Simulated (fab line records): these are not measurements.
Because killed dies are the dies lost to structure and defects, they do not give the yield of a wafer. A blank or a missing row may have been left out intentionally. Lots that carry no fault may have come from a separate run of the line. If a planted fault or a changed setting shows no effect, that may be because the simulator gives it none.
Code-filled problem report in 8D (eight disciplines) form / flow gf180mcu / the parts of the form that need people (team, actions taken, sign-off) are left out

== 1. PROBLEM STATEMENT ==
At GF_HV_LDD_IMPLANT_33, dose ions cm2 averages 8.3e+12 over 6 wafers from 2 lots, while fault-free wafers read 7.5e+12, standard deviation 8.1e+09. Measured from the usual mean, that is +95 standard deviations.
The first sign was on wafer L459.1 at day 15 02:45, on implanter-03. The record has a number at this step for 42 wafers belonging to 14 lots. By rule, "out" or "out of limits" means more than 4 standard deviations away from the usual mean. The other wafers with a number count as sound.

== 2. WHAT IT IS, WHAT IT ISN'T ==
question=which readings at this step | is=dose ions cm2 | is not=-
question=which lots | is=L459, L461 | is not=L449, L450, L451, L452, L454, L458, L465, L466, L468, L469, L470, L471
question=which wafers of those lots | is=all that have a number | is not=-
question=read on which tools | is=implanter-03 | is not=implanter-01, implanter-02
question=when | is=from day 15 02:45 | is not=up to then (18 sound wafers); but 18 sound wafers of L465, L466, L468, L469, L470, L471 came after

== 3. SUSPECTS, AND WHAT RULES EACH OUT ==
Counting: a tool stays on the suspect list if, at a process step up to the reading, it processed all lots that are out and no sound lot following the first of them.
- implanter-03 at GF_HV_LDD_IMPLANT_33: kept. All lots that are out passed through it, beginning with L459 at day 15 02:45, and no sound lot followed; its final sound lot before that point was L454 at day 13 07:19. Its own readings are out on those wafers: dose ions cm2.
After counting, what remains is implanter-03 at GF_HV_LDD_IMPLANT_33.

== 4. THE CAUSE (what the simulator had put in) ==
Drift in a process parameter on implanter-03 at GF_HV_LDD_IMPLANT_33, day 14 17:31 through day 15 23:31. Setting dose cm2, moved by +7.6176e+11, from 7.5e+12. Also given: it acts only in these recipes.
This tool alone remained once counting was done.

== 5. THE CHAIN OF EFFECTS, in route order ==
One row per reading whose mean, taken over the struck wafers that have a number, lies over 3 standard deviations from the usual. Scope: only readings with a usual standard deviation given in the record; hours: median across lots of the time from each lot's start at the first step in this table that gives one to its start at this step; sigmas: change in usual standard deviations.
hours=0; step=GF_HV_LDD_IMPLANT_33; reading=dose ions cm2; usual=7.5e+12; on struck wafers=8.3e+12; change=+7.7e+11; sigmas=+95
hours=0; step=GF_HV_LDD_IMPLANT_33; reading=faraday current uA; usual=42.3; on struck wafers=46.6; change=+4.3; sigmas=+5.3
The process steps in it:
- GF_HV_LDD_IMPLANT_33
At these later measuring or inspecting steps, every struck wafer for which the step has a row has a number for every such reading, and none has moved that far: GF_PSD_OVL_MEAS_08.

== 6. WHAT WOULD HAVE CAUGHT IT SOONER ==
In this record no reading fell out of limits until day 15 02:45, 9 hours after the fault had begun at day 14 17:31.
